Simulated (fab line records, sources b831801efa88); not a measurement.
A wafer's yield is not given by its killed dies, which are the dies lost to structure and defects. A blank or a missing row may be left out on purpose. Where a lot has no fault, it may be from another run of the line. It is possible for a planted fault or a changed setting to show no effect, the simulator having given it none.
Matching of chambers	flow gf180mcu	4 sister chambers for GF_PASSIVATION_ETCH_11 on rie-diel-02
The step etches the open film in CF4/O2, stops on TiN, target depth 1800 nm, time 400 s. 27 wafers are shown with their chamber, then 12 later ones without.

## WAFERS, EACH WITH ITS CHAMBER
wafer	chamber	throttle-valve-pct (%)	oes-product-au (a.u.)
L074.1	1	5.948	0.947
L074.2	2	5.943	0.949
L074.3	0	5.953	0.951
L075.1	2	5.964	0.955
L075.2	1	5.948	0.960
L075.5	3	5.977	0.976
L077.3	3	5.942	0.962
L077.5	1	5.952	0.968
L077.6	2	5.960	0.966
L080.1	0	5.982	0.961
L080.3	3	5.965	0.957
L080.4	1	5.968	0.973
L081.1	0	5.967	0.953
L081.2	2	5.961	0.964
L081.3	1	5.962	0.963
L087.1	1	5.965	0.968
L087.2	0	5.982	0.971
L087.3	2	5.954	0.965
L087.4	3	5.960	0.969
L087.5	1	5.951	0.971
L087.6	0	5.981	0.962
L088.1	1	5.954	0.954
L088.2	3	5.956	0.953
L088.6	0	5.951	0.961
L089.2	1	5.971	0.973
L089.4	3	5.961	0.974
L089.5	1	5.964	0.962

SIGNATURES, as means of the wafers listed above
reading	chamber 0	chamber 1	chamber 2	chamber 3	scatter within a chamber
throttle-valve-pct	5.96933	5.95830	5.95640	5.96017	0.0108
oes-product-au	0.95983	0.96390	0.95980	0.96517	0.00826
Rule: a wafer lies at a distance from a chamber equal to the root of the sum of squares, over the readings, of (its reading less the chamber's mean, divided by the reading's scatter). If the next closest chamber is less than 2 further off than the closest, the wafer can't be placed; otherwise it belongs to the closest. The scatter is the square root of a quotient: the sum, over the shown wafers, of each reading's squared deviation from its chamber's mean, divided by wafers minus chambers.

## WAFERS WITH NO CHAMBER GIVEN
wafer	throttle-valve-pct (%)	oes-product-au (a.u.)
L092.1	5.965	0.958
L092.2	5.954	0.967
L092.4	5.954	0.956
L093.1	5.945	0.956
L093.2	5.944	0.959
L093.5	5.956	0.969
L094.1	5.944	0.955
L094.4	5.965	0.968
L094.6	5.966	0.969
L097.2	5.948	0.969
L097.3	5.966	0.959
L097.6	5.948	0.978

## EACH ONE'S CHAMBER
wafer	from the rows above	in truth
L092.1	can't be placed: 0 or 2 or 1 or 3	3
L092.2	can't be placed: 1 or 3 or 2 or 0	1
L092.4	can't be placed: 2 or 1 or 3 or 0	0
L093.1	can't be placed: 2 or 1 or 3 or 0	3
L093.2	can't be placed: 2 or 1 or 3 or 0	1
L093.5	can't be placed: 3 or 1 or 2 or 0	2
L094.1	can't be placed: 2 or 1 or 3 or 0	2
L094.4	can't be placed: 3 or 1 or 0 or 2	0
L094.6	can't be placed: 3 or 1 or 0 or 2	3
L097.2	can't be placed: 1 or 3 or 2 or 0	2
L097.3	can't be placed: 0 or 2 or 3 or 1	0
L097.6	can't be placed: 3 or 1 or 2 or 0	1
Correct placement for 0 of the 12. Unplaceable from these rows: 12, with the true chamber sitting among the candidates in 12. Wrongly placed: 0.
